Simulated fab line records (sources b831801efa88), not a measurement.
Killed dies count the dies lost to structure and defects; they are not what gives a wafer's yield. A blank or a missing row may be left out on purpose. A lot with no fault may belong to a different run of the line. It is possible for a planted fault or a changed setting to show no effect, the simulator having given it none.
Code-filled problem report in 8D (eight disciplines) form    flow sky130    the parts of the form that need people (team, actions taken, sign-off) are left out

== 1. PROBLEM STATEMENT ==
On 2 wafers of 1 lot, cathode-dc-power-W at SKY_METAL2_SPUTTER_04 has a mean of 8504.0 W; fault-free wafers read 6500.1 W, standard deviation 1.2. That is +99 or more standard deviations from the usual mean.
The step: material TiN, target thk 70 nm, time 58.3 s.
Seen first at day 36 13:59 on pvd-sputter-01, wafer L137.3. Wafers with a number at this step in the record: 36, from 12 lots. The rule behind "out" and "out of limits": a value lying over 4 standard deviations away from the usual mean. The rest of the wafers with a number are treated as sound.

== 2. WHAT IT IS; WHAT IT IS NOT ==
question                     is                  is not
which readings at this step  cathode-dc-power-W  throttle-valve-pct
which lots                   L137                L130, L134, L135, L136, L138, L146, L147, L148, L151, L152, L153
which wafers of those lots   L137.3, L137.5      L137.4
read on which tools          pvd-sputter-01      pvd-sputter-02, pvd-sputter-03
when                         from day 36 13:59   up to then (13 sound wafers); but 21 sound wafers of L138, L146, L147, L148, L151, L152, L153 came after

== 3. SUSPECTS, AND WHAT RULES EACH OUT ==
Counting: a tool at a process step up to the reading stays a suspect if it ran every lot that is out. Sound lots after the first of them don't rule it out here, since some wafers of a struck lot are sound.
- cvd-w-02 at SKY_CONTACT_CVD_24 (deposits W, target thk 340 nm, time 102.12 s): kept. It ran the lot that is out, L137 (day 34 06:16).
- pvd-sputter-01 at SKY_METAL2_SPUTTER_00 (material Ti, target thk 15 nm, time 10 s): kept. It ran the lot that is out, L137 (day 36 13:53); its last sound lot up to then is L136 (day 36 02:19).
- pvd-sputter-01 at SKY_METAL2_SPUTTER_04 (material TiN, target thk 70 nm, time 58.3 s): kept. It ran the lot that is out, L137 (day 36 13:59); its last sound lot up to then is L136 (day 36 02:24). Its own cathode-dc-power-W readings are out on those wafers.
- Within cvd-w-02 at SKY_CONTACT_CVD_24, the wafers that are out were processed in chamber 0 and their sound lot-mates in chamber 1.
cvd-w-02 at SKY_CONTACT_CVD_24, pvd-sputter-01 at SKY_METAL2_SPUTTER_00 and pvd-sputter-01 at SKY_METAL2_SPUTTER_04 are what is left after counting.

== 4. THE CAUSE (what the simulator had put in) ==
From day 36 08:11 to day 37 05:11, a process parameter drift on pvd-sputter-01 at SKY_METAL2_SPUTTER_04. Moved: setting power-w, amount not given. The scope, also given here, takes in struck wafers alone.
3 suspects survive the count, and this tool is in that group.

== 5. THE EFFECT CHAIN, in route order ==
Each row: a reading where the mean over the struck wafers with a number is more than 3 standard deviations away from the usual. Only readings for which the record gives a usual standard deviation are gone through. hours: the time from each lot's start at the first step in this table that gives one to its start at this step, as a median over the lots. sigmas: the change in usual standard deviations.
hours  step                   reading             usual     on struck wafers  change   sigmas
0      SKY_METAL2_SPUTTER_04  cathode-dc-power-W  6500.1 W  8504.0            +2003.9  +99 or more
Here are the process steps it includes:
- SKY_METAL2_SPUTTER_04: material TiN, target thk 70 nm, time 58.3 s.

== 6. HOW IT WOULD HAVE BEEN CAUGHT EARLIER ==
In this record the first reading out of limits was taken at day 36 13:59, 6 hours after the fault began at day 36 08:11.
